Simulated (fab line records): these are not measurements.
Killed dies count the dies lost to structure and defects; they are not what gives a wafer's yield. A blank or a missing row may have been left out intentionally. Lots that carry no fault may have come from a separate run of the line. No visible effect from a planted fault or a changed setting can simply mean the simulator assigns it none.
fab line records    flow sky130
record lots=7  wafers=19  lastDay=50
route steps=708 shown LOCAL_INTERCONNECT@389
lots that met no fault: taken from a fault-free run of the same line
startH: hours from the record's first day to the start of the lot's first wafer shown    waitH: hours since the lot's step before    " as in the row above    L1.1+2: one row covering several wafers at once    - no value, or no start given    * or withheld: withheld    < > ~ a bound
route shown NAME@n: a module of which the file shows steps, and the number in the route of the first    usual: mean/standard deviation of fault-free wafers    same: alike in all rows    chamber/n: place in a boat    sites: each site's reading    _std_site: the standard deviation of these    _edge_site: inner sites' mean taken away from outer sites' mean    radiusMm: how far each site lies from the wafer's centre    mask NAME#n: copy n    behind: the most recent tool/chamber to have shaped the wafer    hold: reason for holding the lot/hours on hold/outcome of the hold    device: whichever transistor did not switch (one of n, p or np)    end of line: the route-end tests of the same wafers    step lacking rows: just its recipe    killed: not the wafer's yield, but the dies lost to structure and defects at the first sort    map: the dies of a wafer, with x for killed, . for not killed, _ for no die there
set.NAME: the setting as run; set.NAME@STEP: as run at that earlier step    model.NAME: the simulator's own value behind a step, which no gauge read
lots at selected steps of the route; one table per step, one row per wafer
services: a tool's chamber out of use, with start hour (startH, from the record's first day; less than 0 if before it), hours out, and reason
## steps
# step SKY_LOCAL_INTERCONNECT_THK_MEAS_02
# recipe thkMeasGauge=xrf  reads=TiN_of_LOCAL_INTERCONNECT_SPUTTER_00
# usual LOCAL_INTERCONNECT_TIN_THK=101.3/1.3
lot.wafer  tool          chamber  startH  waitH  LOCAL_INTERCONNECT_TIN_THK[nm]
L128.1     filmMetro-03  -        691.17  0.1    102.6
L128.2     "             -        "       "      104.0
L128.5     "             -        "       "      103.1
L130.3     filmMetro-03  -        719.40  0.1    99.1
L130.4     "             -        "       "      100.9
L130.6     "             -        "       "      99.4
L131.1     filmMetro-04  -        725.72  0.1    100.1
L131.4     "             -        "       "      99.7
L131.5     "             -        "       "      101.0
L141.1     filmMetro-01  -        792.63  0.1    103.0
L141.4     "             -        "       "      102.5
L144.1     filmMetro-03  -        821.12  0.1    101.1
L144.3     "             -        "       "      100.3
L146.4     filmMetro-01  -        833.41  0.1    101.5
L146.5     "             -        "       "      101.5
L146.6     "             -        "       "      101.9
L148.1     filmMetro-03  -        843.77  0.1    99.1
L148.3     "             -        "       "      101.7
L148.5     "             -        "       "      101.4
# step SKY_LOCAL_INTERCONNECT_DEHYDRATE_03
# recipe tempC=200  timeS=60
# step SKY_LOCAL_INTERCONNECT_HMDS_04
# recipe primeTimeS=60  primeTempC=120
# step SKY_LOCAL_INTERCONNECT_COAT_05
# recipe resist=BARC  tempC=withheld  timeS=withheld  spinRpm=3000  resistThkNm=60
# step SKY_LOCAL_INTERCONNECT_COAT_06
# recipe resist=KrF-thick  spinRpm=3000  resistThkNm=450
# step SKY_LOCAL_INTERCONNECT_SOFTBAKE_07
# recipe tempC=100  timeS=90  resist=KrF-thick
# step SKY_LOCAL_INTERCONNECT_EXPOSE_08
# recipe maskId=LI1M  na=0.8  sourceShape=annular  sigmaInner=0.55  sigmaOuter=0.85  targetCdNm=170  doseMj=28
# step SKY_LOCAL_INTERCONNECT_PEB_09
# recipe pebTempC=withheld  pebTimeS=withheld  resist=KrF-thick
# step SKY_LOCAL_INTERCONNECT_DEVELOP_10
# recipe developTimeS=60  resist=KrF-thick  devTempC=21
# step SKY_LOCAL_INTERCONNECT_CD_MEAS_11
# recipe targetCdNm=170
# usual cdNm=170.1/1.5
lot.wafer  tool      chamber  startH  waitH  cdNm
L128.1     cdSem-01  -        719.37  -      172.1
L128.2     "         -        "       "      170.9
L128.5     "         -        "       "      171.8
L130.3     cdSem-02  -        746.96  -      170.7
L130.4     "         -        "       "      169.3
L130.6     "         -        "       "      168.5
L131.1     cdSem-01  -        753.17  -      168.4
L131.4     "         -        "       "      170.0
L131.5     "         -        "       "      167.9
L141.1     cdSem-01  -        818.97  -      170.7
L141.4     "         -        "       "      171.9
L144.1     cdSem-02  -        846.97  -      171.7
L144.3     "         -        "       "      172.5
L146.4     cdSem-01  -        859.04  -      168.3
L146.5     "         -        "       "      167.8
L146.6     "         -        "       "      169.2
L148.1     cdSem-01  -        869.53  -      168.9
L148.3     "         -        "       "      169.2
L148.5     "         -        "       "      170.4
# step SKY_LOCAL_INTERCONNECT_OVL_MEAS_12
# usual LOCAL_INTERCONNECT_OVL=-4/5.4
lot.wafer  tool        chamber  startH  waitH  LOCAL_INTERCONNECT_OVL[nm]
L128.1     overlay-02  -        719.49  0.1    0
L128.2     "           -        "       "      -3
L128.5     "           -        "       "      3
L130.3     overlay-01  -        747.05  0.1    2
L130.4     "           -        "       "      -11
L130.6     "           -        "       "      -9
L131.1     overlay-01  -        753.29  0.1    -11
L131.4     "           -        "       "      -8
L131.5     "           -        "       "      -12
L141.1     overlay-01  -        819.09  0.1    -16
L141.4     "           -        "       "      -8
L144.1     overlay-02  -        847.09  0.1    -1
L144.3     "           -        "       "      -7
L146.4     overlay-02  -        859.12  0.1    1
L146.5     "           -        "       "      -7
L146.6     "           -        "       "      -6
L148.1     overlay-02  -        869.65  0.1    -1
L148.3     "           -        "       "      -8
L148.5     "           -        "       "      -6
# step SKY_LOCAL_INTERCONNECT_ETCH_13
# recipe chemistry=N2/H2  target=BARC  ionEnergyEv=200  biasW=100  pressureMtorr=30  n2FlowSccm=100  h2FlowSccm=200  icpW=500  stopOn=SiO2  timeS=45.9  targetDepthA=600
# usual drypumpMotorCurrentA=5.65/0.2  heBacksideLeakSccm=3.28/0.16  n2FlowSccm=99.99/0.27  oesProductAu=0.855/0.0048  throttleValvePct=13.226/0.009
lot.wafer  tool         chamber  startH  waitH  drypumpMotorCurrentA  heBacksideLeakSccm  n2FlowSccm  oesProductAu  rfHoursCounterH  throttleValvePct
L128.1     rieMetal-01  0        719.52  0.0    5.32                  3.20                100.42      0.858         8                13.227
L128.2     "            1        "       "      5.72                  3.39                99.98       0.852         1                13.234
L128.5     "            1        "       "      5.71                  3.48                99.68       0.856         -                13.241
L130.3     rieMetal-03  0        747.09  0.0    5.82                  3.28                99.93       0.856         -                13.235
L130.4     "            1        "       "      5.53                  3.34                100.32      0.849         -                13.224
L130.6     "            0        "       "      5.80                  3.33                99.60       0.863         -                13.239
L131.1     rieMetal-01  0        753.32  0.0    5.30                  3.25                99.90       0.857         9                13.215
L131.4     "            0        "       "      5.32                  2.97                100.00      0.859         -                13.214
L131.5     "            0        "       "      5.30                  3.22                100.28      0.852         -                13.219
L141.1     rieMetal-03  0        819.12  0.0    5.81                  3.07                99.79       0.856         16               13.219
L141.4     "            0        "       "      5.80                  3.34                99.93       0.860         -                13.226
L144.1     rieMetal-03  1        847.12  0.0    5.53                  3.19                99.92       0.861         14               13.243
L144.3     "            1        "       "      5.52                  3.16                99.81       0.859         -                13.237
L146.4     rieMetal-03  0        859.16  0.0    5.80                  3.13                99.95       0.844         -                13.230
L146.5     "            1        "       "      5.53                  3.46                99.52       0.846         -                13.224
L146.6     "            0        "       "      5.81                  3.31                100.11      0.858         -                13.214
L148.1     rieMetal-01  0        869.69  0.0    5.31                  3.16                100.34      0.859         13               13.230
L148.3     "            1        "       "      5.69                  3.50                100.44      0.855         -                13.243
L148.5     "            1        "       "      5.70                  3.47                99.75       0.853         -                13.239
# step SKY_LOCAL_INTERCONNECT_METAL_ETCH_14
# recipe targetDepthNm=110  stopOn=PSG  chemistry=Cl2/BCl3  target=TiN  resistSidewallDeg=88  pressureMtorr=10  icpW=900  biasW=48.5  Cl2_flow_sccm=60  bcl3FlowSccm=30  timeS=31.4
# usual drypumpMotorCurrentA=5.64/0.2  heBacksideLeakSccm=3.30/0.18  oesProductAu=0.944/0.0073  throttleValvePct=21.900/0.0093
lot.wafer  tool         chamber  startH  waitH  drypumpMotorCurrentA  heBacksideLeakSccm  oesProductAu  rfHoursCounterH  throttleValvePct  model.etch.depthNm  model.LOCAL_INTERCONNECT.featureDepthNm  model.KrF-thick_of_LOCAL_INTERCONNECT_COAT_06.thkNm
L128.1     rieMetal-01  0        719.59  0.0    5.30                  3.18                0.959         8                21.889            102.5               102.5                                    347.7
L128.2     "            1        "       "      5.67                  3.51                0.970         1                21.890            104                 104                                      348.3
L128.5     "            1        "       "      5.69                  3.49                0.956         -                21.888            102.8               102.8                                    349.1
L130.3     rieMetal-03  0        747.15  0.0    5.78                  3.28                0.933         -                21.919            99.01               99.01                                    350.1
L130.4     "            1        "       "      5.51                  3.32                0.940         -                21.907            100.5               100.5                                    347.1
L130.6     "            0        "       "      5.78                  3.36                0.934         -                21.902            99.18               99.18                                    349.4
L131.1     rieMetal-01  0        753.39  0.0    5.29                  3.16                0.935         9                21.898            99.15               99.15                                    348.5
L131.4     "            0        "       "      5.31                  3.02                0.934         -                21.907            98.89               98.89                                    349.3
L131.5     "            0        "       "      5.30                  2.86                0.938         -                21.912            100.1               100.1                                    347.9
L141.1     rieMetal-03  0        819.19  0.0    5.82                  3.76                0.827         16               21.968            80.58               80.58                                    362.1
L141.4     "            0        "       "      5.78                  3.15                0.839         -                21.979            80.11               80.11                                    362.2
L144.1     rieMetal-03  1        847.25  0.1    5.50                  3.66                0.842         14               21.963            83.18               83.18                                    358.5
L144.3     "            1        "       "      5.49                  3.49                0.944         -                21.905            100.6               100.6                                    345.6
L146.4     rieMetal-03  0        859.22  0.0    5.78                  3.31                0.829         -                21.963            79.98               79.98                                    359.5
L146.5     "            1        "       "      5.54                  3.54                0.941         -                21.909            100.5               100.5                                    347.4
L146.6     "            0        "       "      5.78                  3.22                0.943         -                21.905            100.9               100.9                                    349.7
L148.1     rieMetal-01  0        869.75  0.0    5.32                  3.10                0.926         13               21.887            98.73               98.73                                    349
L148.3     "            1        "       "      5.70                  3.55                0.947         -                21.903            101.2               101.2                                    353.3
L148.5     "            1        "       "      5.70                  3.66                0.949         -                21.897            101                 101                                      350.4
# step SKY_LOCAL_INTERCONNECT_STRIP_15
# recipe chemistry=O2/N2  powerW=1400  pressureMtorr=1500  platenTempC=withheld  o2FlowSccm=3000  n2FlowSccm=300  overashFraction=0.5
# usual drypumpMotorCurrentA=5.9/0.58  n2FlowSccm=300.0/0.92  oesProductAu=0.427/0.0047  stripTimeToEndpointS=4.724/0.023
lot.wafer  tool            chamber  startH  waitH  drypumpMotorCurrentA  n2FlowSccm  oesProductAu  rfHoursCounterH  stripTimeToEndpointS
L128.1     plasmaAsher-04  0        719.64  0.0    5.3                   299.6       0.435         102              4.721
L128.2     "               1        "       "      5.3                   301.3       0.423         102              4.705
L128.5     "               0        "       "      5.3                   299.3       0.427         -                4.729
L130.3     plasmaAsher-03  0        747.22  0.1    6.5                   299.2       0.432         -                4.723
L130.4     "               1        "       "      5.3                   300.1       0.431         -                4.715
L130.6     "               0        "       "      6.4                   300.0       0.423         -                4.729
L131.1     plasmaAsher-03  1        753.44  0.0    5.4                   299.7       0.427         94               4.722
L131.4     "               1        "       "      5.4                   300.2       0.431         -                4.734
L131.5     "               1        "       "      5.3                   300.3       0.433         -                4.717
L141.1     plasmaAsher-03  0        819.24  0.0    6.5                   300.2       0.432         100              4.872
L141.4     "               0        "       "      6.5                   297.9       0.442         -                4.858
L144.1     plasmaAsher-01  1        847.35  0.1    5.4                   300.4       0.426         71               4.819
L144.3     "               0        "       "      6.6                   299.7       0.419         -                4.695
L146.4     plasmaAsher-01  0        859.29  0.1    6.6                   299.8       0.432         -                4.844
L146.5     "               0        "       "      6.6                   300.0       0.429         -                4.708
L146.6     "               1        "       "      5.4                   299.7       0.422         -                4.729
L148.1     plasmaAsher-03  1        869.80  0.0    5.3                   301.6       0.420         104              4.709
L148.3     "               0        "       "      6.4                   299.7       0.429         -                4.762
L148.5     "               0        "       "      6.4                   301.7       0.428         -                4.750
# step SKY_LOCAL_INTERCONNECT_STRIP_16
# recipe chemistry=postEtchResidueRemover  timeS=1200  tempC=72.5
## services
tool            chamber  startH  hours  kind
plasmaAsher-04  -        702.76  2.8    pm
plasmaAsher-01  -        719.23  14.6   pm
plasmaAsher-04  -        733.75  9.0    pm
plasmaAsher-04  0        733.75  9.0    ventCycle
plasmaAsher-04  1        733.75  9.0    ventCycle
plasmaAsher-01  -        733.80  2.8    pm
plasmaAsher-04  0        742.75  -      clean
plasmaAsher-04  1        742.75  -      clean
rieMetal-01     -        743.29  0.3    repair
plasmaAsher-04  -        750.63  6.0    repair
rieMetal-03     -        755.92  0.2    repair
rieMetal-01     0        767.54  4.8    repair
plasmaAsher-03  -        768.12  8.2    repair
plasmaAsher-03  -        783.98  2.8    pm
rieMetal-01     -        794.96  4.0    pm
rieMetal-03     1        826.69  6.6    repair
rieMetal-03     0        833.27  -      clean
rieMetal-03     0        833.27  15.1   scheduledDown
rieMetal-03     0        833.27  15.1   ventCycle
rieMetal-01     -        864.21  2.8    pm
## key
firstSign step=SKY_LOCAL_INTERCONNECT_METAL_ETCH_14  reading=oesProductAu  direction=down  sigmas=15  usual=0.944  struck=0.834
effect step=SKY_LOCAL_INTERCONNECT_METAL_ETCH_14  reading=throttleValvePct  direction=up  sigmas=7.3  usual=21.900  struck=21.968
effect step=SKY_LOCAL_INTERCONNECT_STRIP_15  reading=stripTimeToEndpointS  direction=up  sigmas=5.4  usual=*  struck=*
modelEffect step=SKY_LOCAL_INTERCONNECT_METAL_ETCH_14  value=etch.depthNm  without=101.1  struck=80.96
metAt SKY_LOCAL_INTERCONNECT_METAL_ETCH_14
struckWafers L141.1,L141.4,L144.1,L146.4
laterRowsLeftOut L141.1,L141.4,L144.1,L146.4
sortLeftOut L141.1,L141.4,L144.1,L146.4
testerLeftOut L141,L144,L146
onsetBetween 747.15 819.19
fault kind=processParameterDrift  tool=rieMetal-03  chamber=-  onsetH=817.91  steps=SKY_LOCAL_INTERCONNECT_METAL_ETCH_14  channel=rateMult  offset=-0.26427  shape=step  endH=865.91  scope=struckWafersOnly
# testerLeftOut: of these lots the tester's yield and bins aren't shown, on N5 and GAA mostly nor the transistor test; their killed dies are dies lost to structure and defects alone, not to doping, threshold or leakage, so they don't give the yield
# sortLeftOut: the simulated sort isn't trusted on such a fault, so these wafers' sort isn't shown, and their yield isn't known
# laterRowsLeftOut: the simulator's readings of these wafers behind a module that went badly wrong aren't trusted and aren't shown, but for the sort
